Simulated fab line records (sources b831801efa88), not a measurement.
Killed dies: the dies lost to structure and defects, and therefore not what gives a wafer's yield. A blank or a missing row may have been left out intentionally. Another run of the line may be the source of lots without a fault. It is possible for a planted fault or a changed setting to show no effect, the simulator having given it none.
Code-filled problem report in 8D (eight disciplines) form + flow sfq-line + the parts of the form that need people (team, actions taken, sign-off) are left out

== 1. WHAT WENT WRONG ==
Mean of oes-product-au at SFQ_TRILAYER_L0_BARC_OPEN_METAL_ETCH_010: 0.652 a.u. across 6 wafers in 2 lots; on wafers with no fault it is 0.685 a.u. (standard deviation 0.0046). That is -7.1 standard deviations from the usual mean.
The step: etches BARC in O2, target depth 125 nm, time 41.7 s.
Seen first at day 4 04:25 on rie-metal-03, wafer L239.4. Wafers with a number at this step in the record: 42, from 14 lots. Rule for "out" (also "out of limits"): further than 4 standard deviations from the usual mean. The other wafers with a number count as sound.

== 2. WHAT IT IS AND WHAT IT IS NOT ==
| question                    | is                           | is not                                                                                             |
|-----------------------------|------------------------------|----------------------------------------------------------------------------------------------------|
| which readings at this step | oes-product-au, run-length-s | bias-w, drypump-motor-current-A, he-backside-leak-sccm                                             |
| which lots                  | L239, L242                   | L232, L233, L234, L235, L236, L238, L243, L247, L249, L253, L254, L255                             |
| which wafers of those lots  | all that have a number       | -                                                                                                  |
| read on which tools         | rie-metal-03                 | rie-metal-01, rie-metal-04                                                                         |
| when                        | from day 4 04:25             | up to then (18 sound wafers); but 18 sound wafers of L243, L247, L249, L253, L254, L255 came after |

== 3. THE SUSPECTS, EACH WITH WHAT RULES IT OUT ==
Counting: a tool at a process step up to the reading stays a suspect if it ran every lot that is out and no sound lot after the first of them.
- rie-metal-03 at SFQ_TRILAYER_L0_BARC_OPEN_METAL_ETCH_010 (etches BARC in O2, target depth 125 nm, time 41.7 s): ruled out as a lasting fault. After its first lot that is out, L239 (day 4 04:25), sound lots L255 ran on it.
Left after counting: nothing in the record.

== 4. THE CAUSE (what the simulator had put in) ==
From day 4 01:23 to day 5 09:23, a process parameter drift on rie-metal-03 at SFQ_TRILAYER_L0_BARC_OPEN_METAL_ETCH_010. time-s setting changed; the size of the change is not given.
Counting ruled it out, wrongly.

== 5. THE EFFECT CHAIN, in route order ==
One row per reading whose mean, taken over the struck wafers that have a number, lies over 3 standard deviations from the usual. Readings are gone through only where the record gives a usual standard deviation; hours: the median, over the lots, of the time from a lot's start at the first step in this table giving one to that lot's start at this step; sigmas: the change measured in usual standard deviations.
| hours | step                                     | reading        | usual      | on struck wafers | change | sigmas |
|-------|------------------------------------------|----------------|------------|------------------|--------|--------|
| 0     | SFQ_TRILAYER_L0_BARC_OPEN_METAL_ETCH_010 | oes-product-au | 0.685 a.u. | 0.652            | -0.033 | -7.1   |
| 0     | SFQ_TRILAYER_L0_BARC_OPEN_METAL_ETCH_010 | run-length-s   | 69.7 s     | 74.2             | +4.5   | +6.6   |
Process steps it contains:
- SFQ_TRILAYER_L0_BARC_OPEN_METAL_ETCH_010: etches BARC in O2, target depth 125 nm, time 41.7 s.
Later steps that measure or inspect, where all struck wafers having a row at the step show a number for every such reading and not one has moved that far: SFQ_M1_OVL_MEAS_911.

== 6. HOW IT WOULD HAVE BEEN CAUGHT EARLIER ==
First out-of-limits reading in this record: day 4 04:25, which is 3 hours after fault onset at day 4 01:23.
